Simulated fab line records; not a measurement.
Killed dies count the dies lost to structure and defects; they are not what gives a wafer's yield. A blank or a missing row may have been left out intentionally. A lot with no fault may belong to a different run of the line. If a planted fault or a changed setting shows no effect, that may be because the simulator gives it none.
fab line records	flow gf180mcu
record: lots: 5	wafers: 23
route steps=602 shown STI@4 MVSD@76 VT_IMPLANT@98
startH: start of the lot's first displayed wafer, in hours after the record's first day	waitH: how many hours have passed since the lot's step before this one	" identical to the entry in the row above	L1.1+2: a single row standing in for several wafers	- no value, or no start given	* or withheld: withheld	< > ~ a bound
route shown NAME@n: a module of which the file shows steps, and the number in the route of the first	usual: mean/standard deviation of fault-free wafers	same: alike in all rows	chamber/n: place in a boat	sites: readings site by site	_std_site: the values' standard deviation	_edge_site: inner sites' mean taken away from outer sites' mean	radiusMm: how far each site lies from the wafer's centre	mask NAME#n: copy n	behind: the tool/chamber that last shaped the wafer	hold: cause of the lot's hold/its duration in hours/its outcome	device: whichever transistor did not switch (one of n, p or np)	end of line: tests of these same wafers at the route's end	a step without rows: its recipe alone	killed: dies that structure and defects cost at the first sort, which is not the same as the wafer's yield	map: a wafer's dies, marking killed ones x, the rest . and places with no die _
set.NAME: the setting the step ran with; set.NAME@STEP: the setting that earlier step ran with	model.NAME: the simulator's own value behind a step, which no gauge read
lots whose settings were changed on purpose; a table a step, a row a wafer
== steps ==
step: GF_STI_CVD_03
recipe: material: Si3N4	precursor: DCS/NH3	targetThkNm: 207.16	tempC: 770	timeS: 3551	pressureMtorr: 250
lot.wafer	tool	chamber	startH	waitH	set.pressureMtorr	model.Si3N4_of_STI_CVD_03.thkNm
L074.1	-	-	-	0.1	262.8	209.1
L074.2+4	"	-	"	"	262.8	208.4
L074.5	"	-	"	"	262.8	209.5
L074.6	"	-	"	"	262.8	208
L075.1	-	-	-	0.1	228	200.6
L075.3	"	-	"	"	228	198.7
L075.4	"	-	"	"	228	201.7
L075.5	"	-	"	"	228	199.9
L075.6	"	-	"	"	228	202.9
L082.1	-	-	-	0.1	221.8	202.6
L082.2	"	-	"	"	221.8	202
L082.3	"	-	"	"	221.8	203.7
L082.5	"	-	"	"	221.8	203
L082.6	"	-	"	"	221.8	200
L083.2	-	-	-	0.0	268.2	212.5
L083.3	"	-	"	"	268.2	213.7
L083.4	"	-	"	"	268.2	213.4
L083.5	"	-	"	"	268.2	214
L083.6	"	-	"	"	268.2	211.1
L084.1	lpcvd-02	1	65.39	0.1	250	209.1
L084.2	"	1	"	"	250	209
L084.4	"	1	"	"	250	208.9
step: GF_STI_ETCH_14
recipe: target: Si	chemistry: HBr/Cl2/O2	targetDepthNm: 360	icpW: 600	biasW: 150	pressureMtorr: 15	HBr_flow_sccm: 150	Cl2_flow_sccm: 40	O2_flow_sccm: 6	timeS: 102.9
lot.wafer	tool	chamber	startH	waitH	set.timeS	model.STI.featureDepthNm	model.KrF_of_STI_COAT_07.thkNm
L074.1	rieSi-01	2	26.03	0.0	116.7	406.6	295.3
L074.2	"	3	"	"	102.9	366.3	310
L074.4	"	1	"	"	116.7	404	296.2
L074.5	"	0	"	"	102.9	362	310.7
L074.6	"	3	"	"	102.9	363.9	308
L075.1	rieSi-01	3	31.37	0.0	114.9	406.6	289.6
L075.3	"	1	"	"	102.9	356.3	305.5
L075.4	"	0	"	"	102.9	361.2	308.1
L075.5	"	3	"	"	114.9	410.7	289.5
L075.6	"	0	"	"	114.9	401.3	296.5
L083.2	rieSi-01	2	71.87	0.0	115.7	406.8	287.3
L083.3	"	1	"	"	102.9	352.4	303.8
L083.4	"	1	"	"	115.7	399.7	291.3
L083.5	"	2	"	"	115.7	406	285.8
L083.6	"	0	"	"	102.9	356.2	306.2
L082.1	rieSi-02	3	72.22	0.0	102.9	356.1	304.9
L082.2	"	1	"	"	102.9	363.3	309.6
L082.3	"	2	"	"	102.9	356.4	311
L082.5	"	2	"	"	102.9	356.4	311.8
L082.6	"	1	"	"	102.9	367.3	306.1
L084.1	rieSi-01	1	81.42	0.0	102.9	356.3	316
L084.2	"	2	"	"	102.9	359	312.1
L084.4	"	2	"	"	102.9	361.1	311.4
step: GF_STI_STRIP_15
recipe: chemistry: O2/N2	powerW: 1400	pressureMtorr: 1500	platenTempC: 250	o2FlowSccm: 3000	n2FlowSccm: 300	overashFraction: 0.5
usual: stripTimeToEndpointS: 3.62/0.042
lot.wafer	tool	chamber	startH	waitH	set.timeS@STI_ETCH_14	stripTimeToEndpointS
L074.1	plasmaAsher-02	0	26.11	0.0	116.7	3.46
L074.2	"	1	"	"	102.9	3.62
L074.4	"	1	"	"	116.7	3.48
L074.5	"	1	"	"	102.9	3.61
L074.6	"	0	"	"	102.9	3.62
L075.1	plasmaAsher-04	0	31.44	0.0	114.9	3.41
L075.3	"	0	"	"	102.9	3.58
L075.4	"	1	"	"	102.9	3.61
L075.5	"	1	"	"	114.9	3.39
L075.6	"	0	"	"	114.9	3.48
L083.2	plasmaAsher-02	0	71.95	0.0	115.7	3.38
L083.3	"	0	"	"	102.9	3.56
L083.4	"	1	"	"	115.7	3.43
L083.5	"	0	"	"	115.7	3.36
L083.6	"	1	"	"	102.9	3.60
L082.1	plasmaAsher-04	1	72.30	0.0	102.9	3.57
L082.2	"	0	"	"	102.9	3.62
L082.3	"	0	"	"	102.9	3.64
L082.5	"	0	"	"	102.9	3.65
L082.6	"	1	"	"	102.9	3.59
L084.1	plasmaAsher-03	1	81.50	0.0	102.9	3.69
L084.2	"	0	"	"	102.9	3.67
L084.4	"	1	"	"	102.9	3.63
step: GF_STI_CVD_23
recipe: material: SiO2	targetThkNm: 650	sigmaOpenFrac: 0.3	timeS: 108.3	tempC: 600	sih4FlowSccm: 60	pressureMtorr: 6
lot.wafer	tool	chamber	startH	waitH	set.sih4FlowSccm	model.SiO2_of_STI_CVD_23.thkNm
L074.1	hdpcvd-02	1	32.25	0.1	60	643.9
L074.2	"	2	"	"	60	645.1
L074.4	"	2	"	"	60	651
L074.5	"	0	"	"	60	638.9
L074.6	"	1	"	"	60	644.9
L075.1	hdpcvd-02	1	37.77	0.1	51.43	559.1
L075.3	"	0	"	"	60	645.5
L075.4	"	2	"	"	51.43	551.7
L075.5	"	0	"	"	51.43	555.8
L075.6	"	1	"	"	60	646
L082.1	hdpcvd-01	0	74.31	0.1	67.58	737.4
L082.2	"	1	"	"	67.58	728.9
L082.3	"	2	"	"	67.58	733.9
L082.5	"	2	"	"	60	660.6
L082.6	"	0	"	"	60	656.5
L083.2	hdpcvd-02	2	74.31	0.0	60	638.9
L083.3	"	1	"	"	60	653.6
L083.4	"	1	"	"	65.28	706.3
L083.5	"	2	"	"	65.28	703.1
L083.6	"	0	"	"	65.28	706.4
L084.1	hdpcvd-02	0	83.43	0.1	60	647.4
L084.2	"	2	"	"	60	645.3
L084.4	"	1	"	"	60	648.2
step: GF_STI_THK_MEAS_24
recipe: reads: SiO2_of_STI_CVD_23
usual: STI_CVD_23_THK: 649/5.4
lot.wafer	tool	chamber	startH	waitH	set.sih4FlowSccm@STI_CVD_23	STI_CVD_23_THK[nm]
L074.1	filmMetro-03	-	32.33	0.0	60	644
L074.2	"	-	"	"	60	645
L074.4	"	-	"	"	60	651
L074.5	"	-	"	"	60	639
L074.6	"	-	"	"	60	645
L075.1	filmMetro-04	-	37.85	0.0	51.43	560
L075.3	"	-	"	"	60	646
L075.4	"	-	"	"	51.43	552
L075.5	"	-	"	"	51.43	555
L075.6	"	-	"	"	60	646
L082.1	filmMetro-04	-	74.39	0.0	67.58	737
L082.2	"	-	"	"	67.58	729
L082.3	"	-	"	"	67.58	734
L082.5	"	-	"	"	60	660
L082.6	"	-	"	"	60	657
L083.2	filmMetro-02	-	74.40	0.0	60	639
L083.3	"	-	"	"	60	654
L083.4	"	-	"	"	65.28	706
L083.5	"	-	"	"	65.28	704
L083.6	"	-	"	"	65.28	706
L084.1	filmMetro-02	-	83.51	0.0	60	648
L084.2	"	-	"	"	60	645
L084.4	"	-	"	"	60	647
step: GF_STI_OXIDATION_29
recipe: tempC: 900	ambient: O2	stabiliseS: 600	purgeS: 300	targetThkA: 100	oxTimeS: 1418
lot.wafer	tool	chamber	startH	waitH	set.tempC	model.SiO2_of_STI_OXIDATION_29.thkNm
L074.1	-	-	-	7.1	910.8	11.3
L074.2	"	-	"	"	910.8	11.39
L074.4	"	-	"	"	910.8	11.41
L074.5	"	-	"	"	910.8	11.52
L074.6	"	-	"	"	910.8	11.49
L075.1	-	-	-	1.7	925.7	13.08
L075.3	"	-	"	"	925.7	13.02
L075.4	"	-	"	"	925.7	13.13
L075.5	"	-	"	"	925.7	12.93
L075.6	"	-	"	"	925.7	12.96
L082.1	-	-	-	2.5	907.9	10.83
L082.2	"	-	"	"	907.9	10.97
L082.3	"	-	"	"	907.9	10.69
L082.5	"	-	"	"	907.9	11.04
L082.6	"	-	"	"	907.9	10.78
L083.2	-	-	-	2.5	873.2	7.537
L083.3	"	-	"	"	873.2	7.367
L083.4	"	-	"	"	873.2	7.602
L083.5	"	-	"	"	873.2	7.511
L083.6	"	-	"	"	873.2	7.87
L084.1	furnace-01	0	84.47	0.0	900	9.717
L084.2	"	0	"	"	900	9.847
L084.4	"	0	"	"	900	9.943
step: GF_STI_THK_MEAS_30
recipe: reads: SiO2_of_STI_OXIDATION_29
usual: STI_OXIDATION_02_THK: 10.01/0.14
lot.wafer	tool	chamber	startH	waitH	set.tempC@STI_OXIDATION_29	STI_OXIDATION_02_THK[nm]
L074.1	filmMetro-03	-	-	-	910.8	11.25
L074.2	"	-	"	"	910.8	11.40
L074.4	"	-	"	"	910.8	11.44
L074.5	"	-	"	"	910.8	11.55
L074.6	"	-	"	"	910.8	11.50
L075.1	filmMetro-02	-	-	-	925.7	13.09
L075.3	"	-	"	"	925.7	13.03
L075.4	"	-	"	"	925.7	13.15
L075.5	"	-	"	"	925.7	12.95
L075.6	"	-	"	"	925.7	12.99
L082.1	filmMetro-02	-	-	-	907.9	10.82
L082.2	"	-	"	"	907.9	11.03
L082.3	"	-	"	"	907.9	10.73
L082.5	"	-	"	"	907.9	11.05
L082.6	"	-	"	"	907.9	10.80
L083.2	filmMetro-04	-	-	-	873.2	7.59
L083.3	"	-	"	"	873.2	7.36
L083.4	"	-	"	"	873.2	7.65
L083.5	"	-	"	"	873.2	7.45
L083.6	"	-	"	"	873.2	7.88
L084.1	filmMetro-02	-	85.86	0.0	900	9.70
L084.2	"	-	"	"	900	9.86
L084.4	"	-	"	"	900	9.98
step: GF_MVSD_STRIP_10
recipe: chemistry: O2/N2	powerW: 1400	pressureMtorr: 1500	platenTempC: 250	o2FlowSccm: 3000	n2FlowSccm: 300	overashFraction: 0.5
usual: oesProductAu: 0.723/0.004	stripTimeToEndpointS: 36.72/0.11
lot.wafer	tool	chamber	startH	waitH	set.powerW	oesProductAu	stripTimeToEndpointS
L074.1	plasmaAsher-02	1	92.72	0.1	1499	0.748	34.74
L074.2	"	0	"	"	1499	0.753	34.71
L074.4	"	0	"	"	1499	0.744	34.69
L074.5	"	1	"	"	1400	0.721	36.77
L074.6	"	0	"	"	1400	0.721	36.62
L075.1	plasmaAsher-03	0	93.07	0.1	1400	0.728	36.63
L075.3	"	1	"	"	1400	0.722	36.53
L075.4	"	0	"	"	1540	0.761	33.91
L075.5	"	1	"	"	1540	0.765	33.82
L075.6	"	0	"	"	1400	0.724	36.63
L082.1	plasmaAsher-02	1	138.46	0.1	1314	0.701	38.65
L082.2	"	0	"	"	1400	0.723	36.78
L082.3	"	0	"	"	1400	0.714	36.71
L082.5	"	1	"	"	1314	0.700	38.58
L082.6	"	0	"	"	1314	0.700	38.65
L083.2	plasmaAsher-03	0	138.62	0.1	1450	0.741	35.62
L083.3	"	0	"	"	1400	0.723	36.70
L083.4	"	1	"	"	1400	0.729	36.67
L083.5	"	1	"	"	1400	0.723	36.68
L083.6	"	0	"	"	1450	0.731	35.57
L084.1	plasmaAsher-04	1	144.92	0.2	1400	0.726	36.66
L084.2	"	0	"	"	1400	0.730	36.79
L084.4	"	1	"	"	1400	0.714	36.87
step: GF_VT_IMPLANT_IMPLANT_08
recipe: species: BF2	energyKev: 20	doseCm2: 8.29e+12	tiltDeg: 7
lot.wafer	tool	chamber	startH	waitH	set.energyKev	model.implant.rpNm	model.implant.drpNm
L074.1+6	implanter-02	0	121.05	0.0	21.55	18.75	10.28
L074.2+4+5	"	0	"	"	20	17.69	9.752
L075.1+5+6	implanter-01	0	122.17	0.0	21.72	18.42	10.33
L075.3+4	"	0	"	"	20	17.27	9.752
L082.1+2+3+5+6	implanter-02	0	169.21	0.0	20	17.8	9.752
L083.2+4+5	implanter-01	0	169.53	0.0	20	17.75	9.752
L083.3+6	"	0	"	"	19.04	17.08	9.42
L084.1+2+4	implanter-04	0	177.17	0.0	20	17.48	9.752
step: GF_VT_IMPLANT_STRIP_09
recipe: chemistry: O2/N2	powerW: 1400	pressureMtorr: 1500	platenTempC: 250	o2FlowSccm: 3000	n2FlowSccm: 300	overashFraction: 0.5
step: GF_VT_IMPLANT_TW_MEAS_10
usual: VT_IMPLANT_TW: 562/5.2
lot.wafer	tool	chamber	startH	waitH	set.energyKev@VT_IMPLANT_IMPLANT_08	VT_IMPLANT_TW
L074.1	filmMetro-02	-	121.30	0.1	21.55	575
L074.2	"	-	"	"	20	564
L074.4	"	-	"	"	20	562
L074.5	"	-	"	"	20	565
L074.6	"	-	"	"	21.55	577
L075.1	filmMetro-01	-	122.42	0.1	21.72	570
L075.3	"	-	"	"	20	560
L075.4	"	-	"	"	20	560
L075.5	"	-	"	"	21.72	573
L075.6	"	-	"	"	21.72	572
L082.1	filmMetro-04	-	169.46	0.1	20	576
L082.2	"	-	"	"	20	570
L082.3	"	-	"	"	20	574
L082.5	"	-	"	"	20	573
L082.6	"	-	"	"	20	574
L083.2	filmMetro-01	-	169.77	0.1	20	559
L083.3	"	-	"	"	19.04	554
L083.4	"	-	"	"	20	562
L083.5	"	-	"	"	20	558
L083.6	"	-	"	"	19.04	551
L084.1	filmMetro-01	-	177.42	0.1	20	556
L084.2	"	-	"	"	20	558
L084.4	"	-	"	"	20	560
step: GF_VT_IMPLANT_COAT_13
recipe: resist: NOVOLAK	spinRpm: 3000	resistThkNm: 1000
lot.wafer	tool	chamber	startH	waitH	set.resistThkNm	model.NOVOLAK_of_VT_IMPLANT_COAT_13.thkNm
L074.1	lithoTrack-01	0	128.63	0.1	1000	994.8
L074.2	"	0	"	"	1035	1033
L074.4	"	0	"	"	1000	995.6
L074.5	"	0	"	"	1035	1030
L074.6	"	0	"	"	1035	1031
L075.1	lithoTrack-02	0	129.72	0.1	1000	997.4
L075.3	"	0	"	"	1000	1002
L075.4	"	0	"	"	977.7	978.6
L075.5	"	0	"	"	1000	1004
L075.6	"	0	"	"	977.7	979.3
L082.1	lithoTrack-04	0	177.01	0.1	960.6	963.1
L082.2+3	"	0	"	"	1000	1003
L082.5	"	0	"	"	960.6	965
L082.6	"	0	"	"	1000	1000
L083.2+3	lithoTrack-01	0	177.46	0.1	1032	1028
L083.4	"	0	"	"	1000	997.5
L083.5	"	0	"	"	1000	1000
L083.6	"	0	"	"	1032	1026
L084.1	lithoTrack-02	0	185.52	0.1	1000	997.3
L084.2	"	0	"	"	1000	997.4
L084.4	"	0	"	"	1000	997.2
step: GF_VT_IMPLANT_SOFTBAKE_14
recipe: tempC: 90	timeS: 60	resist: NOVOLAK
step: GF_VT_IMPLANT_EXPOSE_15
recipe: maskId: Nwell_LV_AREA	targetCdNm: 860	na: 0.6	sourceShape: conventional	sigmaOuter: 0.6	doseMj: 140
step: GF_VT_IMPLANT_IMPLANT_19
recipe: species: As	energyKev: 100	doseCm2: 4.35e+12	tiltDeg: 7.434
step: GF_VT_IMPLANT_STRIP_20
recipe: chemistry: O2/N2	powerW: 1400	pressureMtorr: 1500	platenTempC: 250	o2FlowSccm: 3000	n2FlowSccm: 300	overashFraction: 0.5
usual: stripTimeToEndpointS: 12.62/0.035
lot.wafer	tool	chamber	startH	waitH	set.resistThkNm@VT_IMPLANT_COAT_13	stripTimeToEndpointS
L074.1	plasmaAsher-03	0	136.41	0.1	1000	12.55
L074.2	"	1	"	"	1035	12.94
L074.4	"	0	"	"	1000	12.58
L074.5	"	1	"	"	1035	12.91
L074.6	"	0	"	"	1035	12.93
L075.1	plasmaAsher-01	0	137.96	0.1	1000	12.60
L075.3	"	1	"	"	1000	12.65
L075.4	"	0	"	"	977.7	12.39
L075.5	"	0	"	"	1000	12.68
L075.6	"	1	"	"	977.7	12.38
L082.1	plasmaAsher-04	1	185.67	0.1	960.6	12.20
L082.2	"	0	"	"	1000	12.66
L082.3	"	0	"	"	1000	12.65
L082.5	"	1	"	"	960.6	12.21
L082.6	"	0	"	"	1000	12.62
L083.2	plasmaAsher-03	1	185.97	0.1	1032	12.90
L083.3	"	0	"	"	1032	12.91
L083.4	"	1	"	"	1000	12.60
L083.5	"	0	"	"	1000	12.63
L083.6	"	1	"	"	1032	12.88
L084.1	plasmaAsher-04	0	194.12	0.1	1000	12.59
L084.2	"	1	"	"	1000	12.59
L084.4	"	1	"	"	1000	12.61
step: GF_VT_IMPLANT_COAT_24
recipe: resist: NOVOLAK	spinRpm: 3000	resistThkNm: 1000
lot.wafer	tool	chamber	startH	waitH	set.resistThkNm	model.NOVOLAK_of_VT_IMPLANT_COAT_24.thkNm
L074.1	lithoTrack-04	0	143.66	0.1	1048	1055
L074.2	"	0	"	"	1048	1057
L074.4+6	"	0	"	"	1000	1008
L074.5	"	0	"	"	1048	1058
L075.1	lithoTrack-01	0	144.93	0.1	1000	996.6
L075.3	"	0	"	"	963.5	958.8
L075.4	"	0	"	"	1000	995.9
L075.5	"	0	"	"	963.5	961.7
L075.6	"	0	"	"	963.5	960.6
L082.1	lithoTrack-04	0	193.86	0.1	1000	1000
L082.2+6	"	0	"	"	1000	1001
L082.3	"	0	"	"	978.1	975.9
L082.5	"	0	"	"	978.1	977.5
L083.2	lithoTrack-02	0	194.20	0.1	1042	1043
L083.3	"	0	"	"	1042	1041
L083.4	"	0	"	"	1000	1000
L083.5	"	0	"	"	1000	997.6
L083.6	"	0	"	"	1000	1003
L084.1	lithoTrack-01	0	202.33	0.1	1000	999.2
L084.2	"	0	"	"	1000	995.5
L084.4	"	0	"	"	1000	1000
step: GF_VT_IMPLANT_SOFTBAKE_25
recipe: tempC: 90	timeS: 60	resist: NOVOLAK
step: GF_VT_IMPLANT_EXPOSE_26
recipe: maskId: LVPWELL_HV_AREA	targetCdNm: 860	na: 0.6	sourceShape: conventional	sigmaOuter: 0.6	doseMj: 140
step: GF_VT_IMPLANT_IMPLANT_30
recipe: species: B	energyKev: 25	doseCm2: 2.534e+12	tiltDeg: 7
step: GF_VT_IMPLANT_STRIP_31
recipe: chemistry: O2/N2	powerW: 1400	pressureMtorr: 1500	platenTempC: 250	o2FlowSccm: 3000	n2FlowSccm: 300	overashFraction: 0.5
usual: stripTimeToEndpointS: 12.64/0.045
lot.wafer	tool	chamber	startH	waitH	set.resistThkNm@VT_IMPLANT_COAT_24	stripTimeToEndpointS
L074.1	plasmaAsher-01	0	151.87	0.1	1048	13.17
L074.2	"	1	"	"	1048	13.19
L074.4	"	1	"	"	1000	12.71
L074.5	"	1	"	"	1048	13.21
L074.6	"	0	"	"	1000	12.72
L075.1	plasmaAsher-03	0	153.66	0.1	1000	12.57
L075.3	"	0	"	"	963.5	12.15
L075.4	"	1	"	"	1000	12.58
L075.5	"	0	"	"	963.5	12.20
L075.6	"	1	"	"	963.5	12.19
L082.1	plasmaAsher-01	1	202.76	0.1	1000	12.63
L082.2	"	0	"	"	1000	12.63
L082.3	"	1	"	"	978.1	12.35
L082.5	"	0	"	"	978.1	12.36
L082.6	"	1	"	"	1000	12.66
L083.2	plasmaAsher-04	0	203.12	0.1	1042	13.06
L083.3	"	0	"	"	1042	13.05
L083.4	"	1	"	"	1000	12.64
L083.5	"	1	"	"	1000	12.59
L083.6	"	0	"	"	1000	12.66
L084.1	plasmaAsher-03	1	210.87	0.1	1000	12.62
L084.2	"	0	"	"	1000	12.58
L084.4	"	0	"	"	1000	12.64
step: GF_VT_IMPLANT_IMPLANT_41
recipe: species: As	energyKev: 70	doseCm2: 1.013e+12	tiltDeg: 7
lot.wafer	tool	chamber	startH	waitH	set.energyKev	model.implant.rpNm	model.implant.drpNm
L074.1+5+6	implanter-02	0	167.80	0.0	73.89	45.14	18.95
L074.2+4	"	0	"	"	70	43.09	18.17
L075.1+3+6	implanter-01	0	168.82	0.0	72.64	43.55	18.7
L075.4+5	"	0	"	"	70	42.19	18.17
L082.1+2	implanter-04	0	219.97	0.0	70	39.97	18.17
L082.3+5+6	"	0	"	"	74.17	42.01	19.01
L083.2+3+4	implanter-02	0	220.07	0.0	66.04	40.17	17.38
L083.5+6	"	0	"	"	70	42.21	18.17
L084.1+2+4	implanter-02	0	228.31	0.0	70	41.98	18.17
step: GF_VT_IMPLANT_STRIP_42
recipe: chemistry: O2/N2	powerW: 1400	pressureMtorr: 1500	platenTempC: 250	o2FlowSccm: 3000	n2FlowSccm: 300	overashFraction: 0.5
step: GF_VT_IMPLANT_TW_MEAS_43
usual: VT_IMPLANT_4_TW: 693/5.8
lot.wafer	tool	chamber	startH	waitH	set.energyKev@VT_IMPLANT_IMPLANT_41	VT_IMPLANT_4_TW
L074.1	filmMetro-02	-	168.05	0.1	73.89	704
L074.2	"	-	"	"	70	692
L074.4	"	-	"	"	70	693
L074.5	"	-	"	"	73.89	702
L074.6	"	-	"	"	73.89	705
L075.1	filmMetro-02	-	169.07	0.1	72.64	698
L075.3	"	-	"	"	72.64	699
L075.4	"	-	"	"	70	692
L075.5	"	-	"	"	70	692
L075.6	"	-	"	"	72.64	695
L082.1	filmMetro-02	-	220.22	0.1	70	691
L082.2	"	-	"	"	70	695
L082.3	"	-	"	"	74.17	701
L082.5	"	-	"	"	74.17	706
L082.6	"	-	"	"	74.17	701
L083.2	filmMetro-04	-	220.31	0.1	66.04	687
L083.3	"	-	"	"	66.04	684
L083.4	"	-	"	"	66.04	685
L083.5	"	-	"	"	70	697
L083.6	"	-	"	"	70	695
L084.1	filmMetro-04	-	228.56	0.1	70	696
L084.2	"	-	"	"	70	700
L084.4	"	-	"	"	70	702
== key ==
split: step: GF_STI_CVD_03	setting: pressureMtorr	stated: 250	by: lot
response: step: GF_STI_CVD_03	reading: model.Si3N4_of_STI_CVD_03.thkNm	change: +0.579	per: 1%	r: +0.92
split: step: GF_STI_ETCH_14	setting: timeS	stated: 102.9	by: wafer
response: step: GF_STI_ETCH_14	reading: model.STI.featureDepthNm	change: +3.67	per: 1%	r: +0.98
response: step: GF_STI_ETCH_14	reading: model.KrF_of_STI_COAT_07.thkNm	change: -1.21	per: 1%	r: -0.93
response: step: GF_STI_STRIP_15	reading: stripTimeToEndpointS	change: *	per: 1%	r: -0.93
split: step: GF_STI_CVD_23	setting: sih4FlowSccm	stated: 60	by: wafer
response: step: GF_STI_CVD_23	reading: model.SiO2_of_STI_CVD_23.thkNm	change: +6.24	per: 1%	r: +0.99
response: step: GF_STI_THK_MEAS_24	reading: STI_CVD_23_THK	change: +6.25	per: 1%	r: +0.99
split: step: GF_STI_OXIDATION_29	setting: tempC	stated: 900	by: lot
response: step: GF_STI_OXIDATION_29	reading: model.SiO2_of_STI_OXIDATION_29.thkNm	change: +0.931	per: 1%	r: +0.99
response: step: GF_STI_THK_MEAS_30	reading: STI_OXIDATION_02_THK	change: +0.932	per: 1%	r: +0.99
split: step: GF_MVSD_STRIP_10	setting: powerW	stated: 1400	by: wafer
response: step: GF_MVSD_STRIP_10	reading: oesProductAu	change: +0.00364	per: 1%	r: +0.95
response: step: GF_MVSD_STRIP_10	reading: stripTimeToEndpointS	change: *	per: 1%	r: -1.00
split: step: GF_VT_IMPLANT_IMPLANT_08	setting: energyKev	stated: 20	by: wafer
response: step: GF_VT_IMPLANT_IMPLANT_08	reading: model.implant.rpNm	change: +0.135	per: 1%	r: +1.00
response: step: GF_VT_IMPLANT_IMPLANT_08	reading: model.implant.drpNm	change: +0.0678	per: 1%	r: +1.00
response: step: GF_VT_IMPLANT_TW_MEAS_10	reading: VT_IMPLANT_TW	change: +1.49	per: 1%	r: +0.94
split: step: GF_VT_IMPLANT_COAT_13	setting: resistThkNm	stated: 1000	by: wafer
response: step: GF_VT_IMPLANT_COAT_13	reading: model.NOVOLAK_of_VT_IMPLANT_COAT_13.thkNm	change: +9.72	per: 1%	r: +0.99
response: step: GF_VT_IMPLANT_STRIP_20	reading: stripTimeToEndpointS	change: *	per: 1%	r: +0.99
split: step: GF_VT_IMPLANT_COAT_24	setting: resistThkNm	stated: 1000	by: wafer
response: step: GF_VT_IMPLANT_COAT_24	reading: model.NOVOLAK_of_VT_IMPLANT_COAT_24.thkNm	change: +10.1	per: 1%	r: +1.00
response: step: GF_VT_IMPLANT_STRIP_31	reading: stripTimeToEndpointS	change: *	per: 1%	r: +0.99
split: step: GF_VT_IMPLANT_IMPLANT_41	setting: energyKev	stated: 70	by: wafer
response: step: GF_VT_IMPLANT_IMPLANT_41	reading: model.implant.rpNm	change: +0.357	per: 1%	r: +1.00
response: step: GF_VT_IMPLANT_IMPLANT_41	reading: model.implant.drpNm	change: +0.14	per: 1%	r: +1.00
response: step: GF_VT_IMPLANT_TW_MEAS_43	reading: VT_IMPLANT_4_TW	change: +1.75	per: 1%	r: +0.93
